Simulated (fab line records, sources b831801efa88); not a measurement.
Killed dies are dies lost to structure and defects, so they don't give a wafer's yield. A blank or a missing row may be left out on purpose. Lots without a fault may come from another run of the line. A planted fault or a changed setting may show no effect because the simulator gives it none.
A struck lot beside a sound one | flow gf180mcu | 17 steps out of a route of 602
Sound: wafers L918.1, L918.4, L918.5. Struck: wafer L933.4. (L933.1, L933.6 of the same lot were not struck and are left out.) The cause comes at the end.
At each step with rows: each side's tool, then ch and its chambers, then its first start. Under that, the readings that differ: sound wafers | struck wafers | difference of the means | sigmas: that difference in standard deviations of wafers without a fault.
alike: readings whose means differ by less than 2 such deviations, and words and numbers that are the same on both sides. not compared: withheld readings, readings that some wafer has no value for, bounds like >300 that may hide the same value, and numbers for which the record gives no deviation and whose values overlap.
The two part at a step that has a row with sigmas, a row that says differs or no value, or rows on one side only. Numbers that don't overlap but have no deviation are shown without sigmas and don't part them. A reading that every wafer of one side lacks parts them only if that side has two wafers or more.

first, 4 steps without rows for these wafers: GF_M2_SOFTBAKE_10 (time 60 s); GF_M2_EXPOSE_11 (exposes mask Metal2, target cd 280 nm); GF_M2_PEB_12 (peb time 90 s); GF_M2_DEVELOP_13 (develop time 60 s).
GF_M2_CD_MEAS_14: target cd 280 nm.
  sound on cd_sem-02, day 21 18:11; struck on cd_sem-02, day 26 13:25
  alike: cd_nm
GF_M2_OVL_MEAS_15:
  sound on overlay-02, day 21 18:19; struck on overlay-01, day 26 13:32
  reading     | sound   | struck | difference | sigmas
  M2_OVL (nm) | -4 6 -4 | -12    | -11        | -2
GF_M2_METAL_ETCH_16: etches the open film in Cl2/BCl3, stops on SiO2, target depth 627.5 nm, time 104.6 s.
  sound on rie_metal-03 ch 0,1, day 21 18:20; struck on rie_metal-02 ch 0, day 26 13:35
  alike: drypump_motor_current_A, oes_product_au, throttle_valve_pct
  not compared: rf_hours_counter_h
GF_M2_STRIP_17: strips in O2/N2.
  sound on plasma_asher-04 ch 0,1, day 21 18:27; struck on plasma_asher-04 ch 0, day 26 13:41
  alike: drypump_motor_current_A, heater_power_w, oes_product_au, strip_time_to_endpoint_s
  not compared: rf_hours_counter_h
then, 3 steps without rows for these wafers: GF_M2_STRIP_18 (strips in post etch residue remover, time 1200 s); GF_M2_CLEAN_19 (cleans in DIW); GF_V2_CVD_00 (deposits SiO2, target thk 600 nm, time 100 s).
GF_V2_THK_MEAS_01:
  sound on film_metro-04, day 21 19:04; struck on film_metro-04, day 26 14:20
  alike: V2_CVD_00_THK
GF_V2_CVD_02: deposits SiO2 from TEOS, target thk 850 nm, time 94.851 s.
  sound on pecvd-04 ch 1,2, day 21 19:07; struck on pecvd-04 ch 0, day 26 14:23
  reading                             | sound             | struck | difference | sigmas
  model.SiO2_of_V2_CVD_02.thk_nm (nm) | 852.7 848.9 863.3 | 1312   | +457       |
  alike: heater_power_w
GF_V2_THK_MEAS_03:
  sound on film_metro-03, day 21 19:11; struck on film_metro-02, day 26 14:28
  reading            | sound       | struck | difference | sigmas
  V2_CVD_02_THK (nm) | 853 849 863 | 1313   | +458       | +42
GF_V2_CMP_04: polishes SiO2.
  sound on cmp-02 ch 2,3, day 21 19:18; struck on cmp-02 ch 3, day 26 14:31
  reading                | sound    | struck | difference | sigmas
  time_to_endpoint_s (s) | 77 75 75 | 250    | +174       | +30
  alike: motor_current_A, platen_rpm
GF_V2_BOW_MEAS_05:
  sound on film_metro-03, day 21 19:33; struck on film_metro-03, day 26 14:49
  alike: V2_BOW
GF_PASSIVATION_PROBE_99:
  the record has rows for the sound wafers here (prober-01, day 31 02:59) and none for the struck ones

WHERE THEY PART
First at GF_M2_OVL_MEAS_15; last, within this record, at GF_PASSIVATION_PROBE_99.

WHY: what the simulator had put in
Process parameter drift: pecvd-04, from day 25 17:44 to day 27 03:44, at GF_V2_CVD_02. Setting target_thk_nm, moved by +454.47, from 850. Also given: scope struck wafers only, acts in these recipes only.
